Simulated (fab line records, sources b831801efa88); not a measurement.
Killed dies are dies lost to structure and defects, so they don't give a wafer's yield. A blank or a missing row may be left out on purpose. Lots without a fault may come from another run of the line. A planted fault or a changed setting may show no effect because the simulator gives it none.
One fault seen from 2 desks | flow sky130 | each desk has only its own numbers; what lay behind them comes last

THE TOOL OWNER'S DESK: rie_diel-02
The tool's own readings at SKY_VIA3_ETCH_14 (etches BARC in N2/H2, stops on SiO2, time 45.9 s, target depth 60 nm): means of the sampled wafers that have a number, for each lot that ran on this tool. A lot is out of limits, marked OUT, if its mean lies more than 4 standard deviations from the usual mean; the brackets give that distance.
Columns: A = bias_w at SKY_VIA3_ETCH_14, usual 100.01 W; B = drypump_motor_current_A at SKY_VIA3_ETCH_14, usual 5.6 A; C = oes_product_au at SKY_VIA3_ETCH_14, usual 0.854 a.u.; D = rf_fwd_power_W at SKY_VIA3_ETCH_14, usual 494.9 W; E = throttle_valve_pct at SKY_VIA3_ETCH_14, usual 13.224 %
lot  | first seen here | A                 | B   | C     | D     | E
L352 | day 39 18:45    | 100.26            | 5.7 | 0.855 | 494.2 | 13.229
L358 | day 41 21:34    | 99.91             | 5.5 | 0.857 | 493.4 | 13.230
L362 | day 42 22:31    | 99.94             | 5.5 | 0.855 | 492.6 | 13.216
L363 | day 43 02:03    | 100.09            | 5.5 | 0.853 | 494.3 | 13.232
L365 | day 43 10:46    | 101.40 (+5.0) OUT | 5.2 | 0.850 | 493.0 | 13.229
L368 | day 44 08:58    | 102.48 (+8.8) OUT | 5.3 | 0.854 | 495.3 | 13.228
This desk's finding: out of limits on L365, L368; first on L365, day 43 10:46 (bias_w at SKY_VIA3_ETCH_14). In limits: L352, L358, L362, L363.

THE METROLOGY DESK
What the gauges read, lot by lot, whatever tool the lot ran on: means of the sampled wafers that have a number. A lot is out of limits, marked OUT, if its mean lies more than 4 standard deviations from the usual mean; the brackets give that distance.
Columns: A = CAP2M_TIN_THK at SKY_CAP2M_THK_MEAS_04, usual 203.5 nm; B = CAP2M_OVL at SKY_CAP2M_OVL_MEAS_12, usual 0.6 nm
lot  | first seen here | A     | B
L352 | day 39 20:40    | 199.7 | 0.9
L353 | day 40 15:07    | 205.7 | 1.5
L354 | day 40 17:41    | 207.7 | 1.1
L358 | day 41 23:23    | 202.5 | -2.0
L360 | day 42 09:26    | 205.3 | 1.9
L362 | day 43 00:31    | 204.0 | 0.7
L361 | day 43 02:45    | 201.7 | -1.5
L363 | day 43 04:00    | 206.4 | -0.4
L365 | day 43 12:44    | 204.8 | -1.1
L368 | day 44 10:47    | 203.6 | 1.9
L373 | day 45 15:20    | 203.1 | 0.2
L374 | day 45 20:55    | 202.8 | 0.3
This desk's finding: nothing out of limits on any of the 12 lots.

PUT TOGETHER
The tool owner's desk could have raised an alarm at day 43 10:46, on L365, L368.
The metrology desk saw nothing out of limits.
The metrology desk has L365, L368 on record, within its limits.
Of the lots named, all ran SKY_VIA3_ETCH_14 on rie_diel-02.

WHAT THE SIMULATOR HAD PUT IN
Process parameter drift: rie_diel-02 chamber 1, from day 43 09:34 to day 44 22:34, at SKY_VIA3_ETCH_14. Setting bias_w, moved by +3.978, from 100. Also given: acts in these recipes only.
Lots struck among those shown: L365, L368.
Hours from the fault's start to each desk's first reading out of limits: the tool owner's desk, 1.
